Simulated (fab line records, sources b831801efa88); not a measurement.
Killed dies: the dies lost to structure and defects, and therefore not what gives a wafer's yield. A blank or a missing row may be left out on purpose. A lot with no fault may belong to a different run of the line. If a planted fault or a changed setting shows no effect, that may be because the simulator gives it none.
Which tool did it? || flow sky130 || Sampling: 13 lots, 37 wafers, 5 of 708 route steps

== WHAT THE GAUGES SHOWED, per wafer ==
SKY_LDD_LDN_OVL_MEAS_07.
{"lot": "L431", "measured": "day 22 19:04", "on": "overlay-02", "LDD_LDN_OVL (nm)": "1.5 2.9 3.5"}
{"lot": "L432", "measured": "day 22 23:51", "on": "overlay-02", "LDD_LDN_OVL (nm)": "1.9 1.0 1.2"}
{"lot": "L433", "measured": "day 24 00:28", "on": "overlay-02", "LDD_LDN_OVL (nm)": "0.6 1.8 -0.4"}
{"lot": "L437", "measured": "day 25 15:37", "on": "overlay-02", "LDD_LDN_OVL (nm)": "-0.7 -0.2 1.0"}
{"lot": "L438", "measured": "day 25 16:35", "on": "overlay-02", "LDD_LDN_OVL (nm)": "-0.5 0.1 1.7"}
{"lot": "L439", "measured": "day 25 21:59", "on": "overlay-02", "LDD_LDN_OVL (nm)": "1.0 0.8 0.4"}
{"lot": "L442", "measured": "day 26 21:58", "on": "overlay-01", "LDD_LDN_OVL (nm)": "-1.2 -0.5"}
{"lot": "L443", "measured": "day 27 02:56", "on": "overlay-01", "LDD_LDN_OVL (nm)": "-3.2 -0.6"}
{"lot": "L450", "measured": "day 29 11:32", "on": "overlay-02", "LDD_LDN_OVL (nm)": "0.5 1.5 0.0"}
{"lot": "L451", "measured": "day 29 17:54", "on": "overlay-02", "LDD_LDN_OVL (nm)": "-1.6 -0.6 -0.3"}
{"lot": "L452", "measured": "day 29 22:11", "on": "overlay-01", "LDD_LDN_OVL (nm)": "1.2 0.0 1.6"}
{"lot": "L453", "measured": "day 30 04:50", "on": "overlay-02", "LDD_LDN_OVL (nm)": "1.5 0.5 -0.1"}
{"lot": "L454", "measured": "day 30 12:35", "on": "overlay-02", "LDD_LDN_OVL (nm)": "0.1 -0.5 -0.1"}

SKY_SD_P_CD_MEAS_07: target cd 380 nm.
{"lot": "L431", "measured": "day 25 09:20", "on": "cd_sem-02", "cd_nm (nm)": "379.1 380.0 378.1"}
{"lot": "L432", "measured": "day 25 14:26", "on": "cd_sem-02", "cd_nm (nm)": "383.0 385.1 383.5"}
{"lot": "L433", "measured": "day 26 13:20", "on": "cd_sem-02", "cd_nm (nm)": "380.2 379.6 382.2"}
{"lot": "L437", "measured": "day 28 03:26", "on": "cd_sem-01", "cd_nm (nm)": "379.6 380.6 380.5"}
{"lot": "L438", "measured": "day 28 04:14", "on": "cd_sem-01", "cd_nm (nm)": "379.5 378.0 381.9"}
{"lot": "L439", "measured": "day 28 09:38", "on": "cd_sem-02", "cd_nm (nm)": "386.2 384.1 384.5"}
{"lot": "L442", "measured": "day 29 09:09", "on": "cd_sem-02", "cd_nm (nm)": "353.1 348.0"}
{"lot": "L443", "measured": "day 29 14:42", "on": "cd_sem-01", "cd_nm (nm)": "347.1 351.6"}
{"lot": "L450", "measured": "day 31 20:59", "on": "cd_sem-01", "cd_nm (nm)": "381.3 380.5 379.4"}
{"lot": "L451", "measured": "day 32 01:50", "on": "cd_sem-02", "cd_nm (nm)": "378.9 373.7 376.9"}
{"lot": "L452", "measured": "day 32 06:23", "on": "cd_sem-01", "cd_nm (nm)": "385.0 385.3 382.5"}
{"lot": "L453", "measured": "day 32 14:33", "on": "cd_sem-02", "cd_nm (nm)": "379.3 380.9 378.3"}
{"lot": "L454", "measured": "day 32 20:53", "on": "cd_sem-01", "cd_nm (nm)": "378.4 378.0 377.5"}

== WHAT TOOL EACH LOT RAN ON (gives the tool, then ch and the chambers of the sampled wafers, and finally the start) ==
{"lot": "L431", "SKY_LDD_LDN_STRIP_12": "plasma_asher-03 ch 0,1, day 22 19:43", "SKY_POLY_CUT_STRIP_12": "plasma_asher-01 ch 0,1, day 24 04:01", "SKY_SD_P_DEVELOP_06": "litho_track-03 ch 0, day 25 09:11"}
{"lot": "L432", "SKY_LDD_LDN_STRIP_12": "plasma_asher-04 ch 0,1, day 23 00:31", "SKY_POLY_CUT_STRIP_12": "plasma_asher-01 ch 0,1, day 24 08:46", "SKY_SD_P_DEVELOP_06": "litho_track-04 ch 0, day 25 14:18"}
{"lot": "L433", "SKY_LDD_LDN_STRIP_12": "plasma_asher-01 ch 0,1, day 24 01:07", "SKY_POLY_CUT_STRIP_12": "plasma_asher-04 ch 0,1, day 25 08:10", "SKY_SD_P_DEVELOP_06": "litho_track-03 ch 0, day 26 13:11"}
{"lot": "L437", "SKY_LDD_LDN_STRIP_12": "plasma_asher-03 ch 0,1, day 25 16:16", "SKY_POLY_CUT_STRIP_12": "plasma_asher-02 ch 0, day 26 22:56", "SKY_SD_P_DEVELOP_06": "litho_track-03 ch 0, day 28 03:17"}
{"lot": "L438", "SKY_LDD_LDN_STRIP_12": "plasma_asher-04 ch 0, day 25 17:13", "SKY_POLY_CUT_STRIP_12": "plasma_asher-01 ch 0, day 26 23:53", "SKY_SD_P_DEVELOP_06": "litho_track-01 ch 0, day 28 04:05"}
{"lot": "L439", "SKY_LDD_LDN_STRIP_12": "plasma_asher-04 ch 0,1, day 25 22:38", "SKY_POLY_CUT_STRIP_12": "plasma_asher-04 ch 0,1, day 27 05:19", "SKY_SD_P_DEVELOP_06": "litho_track-03 ch 0, day 28 09:29"}
{"lot": "L442", "SKY_LDD_LDN_STRIP_12": "plasma_asher-03 ch 0, day 26 22:37", "SKY_POLY_CUT_STRIP_12": "plasma_asher-02 ch 0, day 28 04:49", "SKY_SD_P_DEVELOP_06": "litho_track-01 ch 0, day 29 09:01"}
{"lot": "L443", "SKY_LDD_LDN_STRIP_12": "plasma_asher-01 ch 0, day 27 03:35", "SKY_POLY_CUT_STRIP_12": "plasma_asher-02 ch 0,1, day 28 10:41", "SKY_SD_P_DEVELOP_06": "litho_track-01 ch 0, day 29 14:34"}
{"lot": "L450", "SKY_LDD_LDN_STRIP_12": "plasma_asher-04 ch 0,1, day 29 12:11", "SKY_POLY_CUT_STRIP_12": "plasma_asher-04 ch 0,1, day 30 18:05", "SKY_SD_P_DEVELOP_06": "litho_track-01 ch 0, day 31 20:50"}
{"lot": "L451", "SKY_LDD_LDN_STRIP_12": "plasma_asher-03 ch 0,1, day 29 18:34", "SKY_POLY_CUT_STRIP_12": "plasma_asher-04 ch 0,1, day 30 23:16", "SKY_SD_P_DEVELOP_06": "litho_track-03 ch 0, day 32 01:41"}
{"lot": "L452", "SKY_LDD_LDN_STRIP_12": "plasma_asher-01 ch 0,1, day 29 22:49", "SKY_POLY_CUT_STRIP_12": "plasma_asher-01 ch 0,1, day 31 03:34", "SKY_SD_P_DEVELOP_06": "litho_track-03 ch 0, day 32 06:14"}
{"lot": "L453", "SKY_LDD_LDN_STRIP_12": "plasma_asher-04 ch 0,1, day 30 05:28", "SKY_POLY_CUT_STRIP_12": "plasma_asher-02 ch 0,1, day 31 11:26", "SKY_SD_P_DEVELOP_06": "litho_track-04 ch 0, day 32 14:24"}
{"lot": "L454", "SKY_LDD_LDN_STRIP_12": "plasma_asher-03 ch 0,1, day 30 13:14", "SKY_POLY_CUT_STRIP_12": "plasma_asher-01 ch 0,1, day 31 18:23", "SKY_SD_P_DEVELOP_06": "litho_track-01 ch 0, day 32 20:44"}
- SKY_LDD_LDN_STRIP_12: strips in O2/N2.
- SKY_POLY_CUT_STRIP_12: strips in O2/N2.
- SKY_SD_P_DEVELOP_06: develop time 60 s.

== WHAT THE TOOLS THEMSELVES READ (means of the sampled wafers that have a number; where no wafer has one, the mark that the record gives instead) ==
SKY_LDD_LDN_STRIP_12.
{"lot": "L431", "tool": "plasma_asher-03", "drypump_motor_current_A (A)": 5.2, "oes_product_au (a.u.)": 0.716, "strip_time_to_endpoint_s (s)": 14.20}
{"lot": "L432", "tool": "plasma_asher-04", "drypump_motor_current_A (A)": 5.8, "oes_product_au (a.u.)": 0.718, "strip_time_to_endpoint_s (s)": 14.25}
{"lot": "L433", "tool": "plasma_asher-01", "drypump_motor_current_A (A)": 5.4, "oes_product_au (a.u.)": 0.715, "strip_time_to_endpoint_s (s)": 14.15}
{"lot": "L437", "tool": "plasma_asher-03", "drypump_motor_current_A (A)": 5.1, "oes_product_au (a.u.)": 0.719, "strip_time_to_endpoint_s (s)": 14.10}
{"lot": "L438", "tool": "plasma_asher-04", "drypump_motor_current_A (A)": 6.1, "oes_product_au (a.u.)": 0.718, "strip_time_to_endpoint_s (s)": 14.20}
{"lot": "L439", "tool": "plasma_asher-04", "drypump_motor_current_A (A)": 5.8, "oes_product_au (a.u.)": 0.717, "strip_time_to_endpoint_s (s)": 14.12}
{"lot": "L442", "tool": "plasma_asher-03", "drypump_motor_current_A (A)": 5.5, "oes_product_au (a.u.)": 0.718, "strip_time_to_endpoint_s (s)": 14.16}
{"lot": "L443", "tool": "plasma_asher-01", "drypump_motor_current_A (A)": 5.1, "oes_product_au (a.u.)": 0.722, "strip_time_to_endpoint_s (s)": 14.14}
{"lot": "L450", "tool": "plasma_asher-04", "drypump_motor_current_A (A)": 6.0, "oes_product_au (a.u.)": 0.716, "strip_time_to_endpoint_s (s)": 14.18}
{"lot": "L451", "tool": "plasma_asher-03", "drypump_motor_current_A (A)": 5.1, "oes_product_au (a.u.)": 0.713, "strip_time_to_endpoint_s (s)": 14.14}
{"lot": "L452", "tool": "plasma_asher-01", "drypump_motor_current_A (A)": 5.5, "oes_product_au (a.u.)": 0.714, "strip_time_to_endpoint_s (s)": 14.16}
{"lot": "L453", "tool": "plasma_asher-04", "drypump_motor_current_A (A)": 5.8, "oes_product_au (a.u.)": 0.716, "strip_time_to_endpoint_s (s)": 14.18}
{"lot": "L454", "tool": "plasma_asher-03", "drypump_motor_current_A (A)": 5.1, "oes_product_au (a.u.)": 0.712, "strip_time_to_endpoint_s (s)": 14.09}

SKY_POLY_CUT_STRIP_12.
{"lot": "L431", "tool": "plasma_asher-01", "drypump_motor_current_A (A)": 5.4, "oes_product_au (a.u.)": 0.453, "strip_time_to_endpoint_s (s)": 5.341}
{"lot": "L432", "tool": "plasma_asher-01", "drypump_motor_current_A (A)": 5.4, "oes_product_au (a.u.)": 0.459, "strip_time_to_endpoint_s (s)": 5.338}
{"lot": "L433", "tool": "plasma_asher-04", "drypump_motor_current_A (A)": 5.8, "oes_product_au (a.u.)": 0.453, "strip_time_to_endpoint_s (s)": 5.357}
{"lot": "L437", "tool": "plasma_asher-02", "drypump_motor_current_A (A)": 5.7, "oes_product_au (a.u.)": 0.452, "strip_time_to_endpoint_s (s)": 5.369}
{"lot": "L438", "tool": "plasma_asher-01", "drypump_motor_current_A (A)": 5.1, "oes_product_au (a.u.)": 0.455, "strip_time_to_endpoint_s (s)": 5.320}
{"lot": "L439", "tool": "plasma_asher-04", "drypump_motor_current_A (A)": 5.9, "oes_product_au (a.u.)": 0.451, "strip_time_to_endpoint_s (s)": 5.346}
{"lot": "L442", "tool": "plasma_asher-02", "drypump_motor_current_A (A)": 5.6, "oes_product_au (a.u.)": 0.452, "strip_time_to_endpoint_s (s)": 5.368}
{"lot": "L443", "tool": "plasma_asher-02", "drypump_motor_current_A (A)": 5.3, "oes_product_au (a.u.)": 0.452, "strip_time_to_endpoint_s (s)": 5.346}
{"lot": "L450", "tool": "plasma_asher-04", "drypump_motor_current_A (A)": 6.0, "oes_product_au (a.u.)": 0.454, "strip_time_to_endpoint_s (s)": 5.334}
{"lot": "L451", "tool": "plasma_asher-04", "drypump_motor_current_A (A)": 5.8, "oes_product_au (a.u.)": 0.456, "strip_time_to_endpoint_s (s)": 5.383}
{"lot": "L452", "tool": "plasma_asher-01", "drypump_motor_current_A (A)": 5.4, "oes_product_au (a.u.)": 0.452, "strip_time_to_endpoint_s (s)": 5.353}
{"lot": "L453", "tool": "plasma_asher-02", "drypump_motor_current_A (A)": 5.3, "oes_product_au (a.u.)": 0.456, "strip_time_to_endpoint_s (s)": 5.344}
{"lot": "L454", "tool": "plasma_asher-01", "drypump_motor_current_A (A)": 5.3, "oes_product_au (a.u.)": 0.453, "strip_time_to_endpoint_s (s)": 5.359}

== THE ANSWER, worked out from the rows above alone ==
Rule: the usual values come from the lots themselves. The widest of any qualifying gaps counts: lots, ordered by their means at a reading, are off when they make up no more than a third of the lots, leave a main group of 4 or more, and stand apart from it by 3 or more times the standard deviation of that group's means. Not used: any main group whose means are identical at the precision the tables above print for the reading. Also off: a lot with no number at a reading for which 4 or more lots have one. The other lots that the step has rows for count as sound. First the gauges in route order, then the tools' own readings, where a lot's mean is used as printed above. At the first step where some lot is off, the reading lying furthest off is the one used; lots without a number count as furthest.
Off at SKY_SD_P_CD_MEAS_07 (cd_nm): L442, L443. Mean 380.7 nm and standard deviation 2.5 in the main group.
If a tool, at a process step before that reading, ran all the lots that are off and no sound lot after the first of them, it fits. The gauges at SKY_SD_P_CD_MEAS_07 are tried like those tools. No candidate that was tried fits.

== WHAT WAS PUT IN BY THE SIMULATOR ==
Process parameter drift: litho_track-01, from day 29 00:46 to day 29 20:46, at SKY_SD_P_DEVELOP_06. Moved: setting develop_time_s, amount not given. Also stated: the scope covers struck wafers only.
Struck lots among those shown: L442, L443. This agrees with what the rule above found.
